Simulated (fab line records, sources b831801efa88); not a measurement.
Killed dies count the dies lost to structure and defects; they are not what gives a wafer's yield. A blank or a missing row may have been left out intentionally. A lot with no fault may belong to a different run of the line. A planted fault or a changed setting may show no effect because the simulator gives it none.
Which tool did it? | flow sky130 | 7 lots with 20 wafers sampled at 2 steps, on a route of 708 steps

## WHAT EACH GAUGE READ, for each wafer
SKY_VIA1_THK_MEAS_01.
lot  | measured     | on            | VIA1_HDPCVD_THK (nm)
L240 | day 33 04:00 | film_metro-02 | 1022 1025 1022
L242 | day 33 23:14 | film_metro-02 | 1044 1032 1036
L246 | day 35 07:02 | film_metro-03 | 1019 1028 464
L250 | day 36 11:03 | film_metro-03 | 460 1026
L257 | day 38 19:25 | film_metro-01 | 1024 1025 1032
L260 | day 39 11:13 | film_metro-03 | 1030 1025 1031
L262 | day 39 23:42 | film_metro-03 | 1032 1034 1025

## WHAT TOOL EACH LOT RAN ON (gives the tool, then ch and the chambers of the sampled wafers, and finally the start)
lot  | SKY_VIA1_HDPCVD_00
L240 | hdpcvd-01 ch 0,1,2, day 33 03:52
L242 | hdpcvd-02 ch 0,2, day 33 23:05
L246 | hdpcvd-01 ch 0,1, day 35 06:55
L250 | hdpcvd-01 ch 0,1, day 36 10:56
L257 | hdpcvd-02 ch 1,2, day 38 19:18
L260 | hdpcvd-02 ch 0,2, day 39 11:06
L262 | hdpcvd-01 ch 0,1, day 39 23:35
- SKY_VIA1_HDPCVD_00: deposits SiO2, target thk 1030 nm, time 171.7 s.

## THE ANSWER, worked out from the rows above alone
Rule: the lots themselves supply what counts as usual. The widest of any qualifying gaps counts: lots, ordered by their means at a reading, are off when they make up no more than a third of the lots, leave a main group of 4 or more, and stand apart from it by 3 or more times the standard deviation of that group's means. Not used: any main group whose means are identical at the precision the tables above print for the reading. A lot without any number at a reading at which 4 lots or more have one is off too. Where the step has rows for the other lots, those lots are counted as sound.
Off: L246, L250, at SKY_VIA1_THK_MEAS_01 (VIA1_HDPCVD_THK). For the main group the mean is 1029 nm and the standard deviation 4.7.
If a tool, at a process step before that reading, ran all the lots that are off and no sound lot after the first of them, it fits. Gauges at SKY_VIA1_THK_MEAS_01: tried the same way as those tools. None of those tried fits.

## WHAT HAD BEEN PUT IN BY THE SIMULATOR
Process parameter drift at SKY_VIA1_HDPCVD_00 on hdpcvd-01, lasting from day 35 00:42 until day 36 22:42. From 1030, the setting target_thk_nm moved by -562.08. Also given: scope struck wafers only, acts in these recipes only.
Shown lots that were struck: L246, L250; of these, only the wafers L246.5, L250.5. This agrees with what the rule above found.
